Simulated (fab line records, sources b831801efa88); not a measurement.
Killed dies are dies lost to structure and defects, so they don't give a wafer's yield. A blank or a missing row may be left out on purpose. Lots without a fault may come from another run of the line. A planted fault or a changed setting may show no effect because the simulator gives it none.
Which tool did it? | flow sky130 | 12 lots, 36 wafers sampled, at 3 steps of a route of 708

WHAT THE GAUGES READ, wafer by wafer
SKY_VIA4_RS_MEAS_19: measures by four-point-probe.
lot  | measured     | on            | VIA4_W_RS (ohm/sq)
L530 | day 42 11:11 | film_metro-04 | 0.2283 0.2313 0.2291
L531 | day 43 00:47 | film_metro-03 | 0.2299 0.2311 0.2320
L532 | day 43 14:12 | film_metro-03 | 0.2288 0.2232 0.2260
L534 | day 44 01:23 | film_metro-04 | 0.2252 0.2267 0.2277
L536 | day 44 16:41 | film_metro-04 | 0.2259 0.2291 0.2276
L537 | day 44 19:30 | film_metro-04 | 0.2274 0.2248 0.2267
L539 | day 45 07:52 | film_metro-02 | 0.2296 0.2267 0.2297
L541 | day 46 01:16 | film_metro-04 | 0.1133 0.1144 0.1136
L547 | day 47 06:31 | film_metro-03 | 0.1126 0.1122 0.1122
L550 | day 48 01:45 | film_metro-02 | 0.1132 0.1132 0.1147
L552 | day 48 18:04 | film_metro-03 | 0.2264 0.2254 0.2261
L553 | day 49 00:23 | film_metro-04 | 0.2264 0.2260 0.2287

SKY_VIA4_THK_MEAS_20: measures by xrf.
lot  | measured     | on            | VIA4_W_THK (nm)
L530 | day 42 11:19 | film_metro-04 | 491 484 491
L531 | day 43 00:54 | film_metro-03 | 499 494 489
L532 | day 43 14:19 | film_metro-03 | 501 513 505
L534 | day 44 01:30 | film_metro-04 | 503 503 495
L536 | day 44 16:49 | film_metro-04 | 502 492 498
L537 | day 44 19:37 | film_metro-04 | 500 504 499
L539 | day 45 07:58 | film_metro-02 | 495 501 499
L541 | day 46 01:23 | film_metro-04 | 988 995 979
L547 | day 47 06:38 | film_metro-03 | - - -
L550 | day 48 01:58 | film_metro-02 | - - 992
L552 | day 48 18:11 | film_metro-03 | 499 501 499
L553 | day 49 00:30 | film_metro-04 | 502 506 501

WHICH TOOL RAN EACH LOT (tool, then ch and the chambers of the sampled wafers, then the start)
lot  | SKY_VIA4_CVD_18
L530 | cvd_w-02 ch 0,1, day 42 11:00
L531 | cvd_w-01 ch 0,1, day 43 00:38
L532 | cvd_w-02 ch 0,1, day 43 14:01
L534 | cvd_w-01 ch 1, day 44 01:14
L536 | cvd_w-01 ch 0,1, day 44 16:32
L537 | cvd_w-01 ch 0,1, day 44 19:20
L539 | cvd_w-02 ch 0,1, day 45 07:44
L541 | cvd_w-02 ch 0,1, day 46 00:45
L547 | cvd_w-02 ch 0,1, day 47 05:56
L550 | cvd_w-01 ch 0,1, day 48 01:17
L552 | cvd_w-01 ch 0,1, day 48 17:55
L553 | cvd_w-01 ch 0,1, day 49 00:13
- SKY_VIA4_CVD_18: deposits W, target thk 505 nm, time 152.14 s.

WHAT THE TOOLS THEMSELVES READ (means of the sampled wafers that have a number; where no wafer has one, the mark that the record gives instead)
SKY_VIA4_CVD_18.
lot  | tool     | heater_power_w (W)
L530 | cvd_w-02 | 1011
L531 | cvd_w-01 | 872
L532 | cvd_w-02 | 1003
L534 | cvd_w-01 | 892
L536 | cvd_w-01 | 869
L537 | cvd_w-01 | 870
L539 | cvd_w-02 | 1009
L541 | cvd_w-02 | 973
L547 | cvd_w-02 | 965
L550 | cvd_w-01 | 882
L552 | cvd_w-01 | 880
L553 | cvd_w-01 | 899

THE ANSWER, worked out from the rows above alone
Rule: what is usual is taken from the lots themselves. Put in order of their means at a reading, lots are off if they are a third of the lots or fewer, leave a main group of 4 or more, and stand apart from it by a gap of 3 or more times the standard deviation of the main group's means; of several such gaps the widest counts. A main group whose means are all the same, to the digits that the tables above print for the reading, isn't used. A lot without any number at a reading at which 4 lots or more have one is off too. The other lots that the step has rows for count as sound. The gauges are gone through in route order, then the tools' own readings, and for those a lot's mean is taken as printed above. The first step at which some lot is off is used, and at that step the reading that is off furthest; a lot without a number counts as furthest.
Off: L541, L547, L550, at SKY_VIA4_RS_MEAS_19 (VIA4_W_RS). The main group: mean 0.2276 ohm/sq, standard deviation 0.0017.
A tool fits if, at a process step before that reading, it ran every lot that is off, and no sound lot after the first of them. The gauges at SKY_VIA4_RS_MEAS_19 are tried like those tools. None of those tried fits.

WHAT THE SIMULATOR HAD PUT IN
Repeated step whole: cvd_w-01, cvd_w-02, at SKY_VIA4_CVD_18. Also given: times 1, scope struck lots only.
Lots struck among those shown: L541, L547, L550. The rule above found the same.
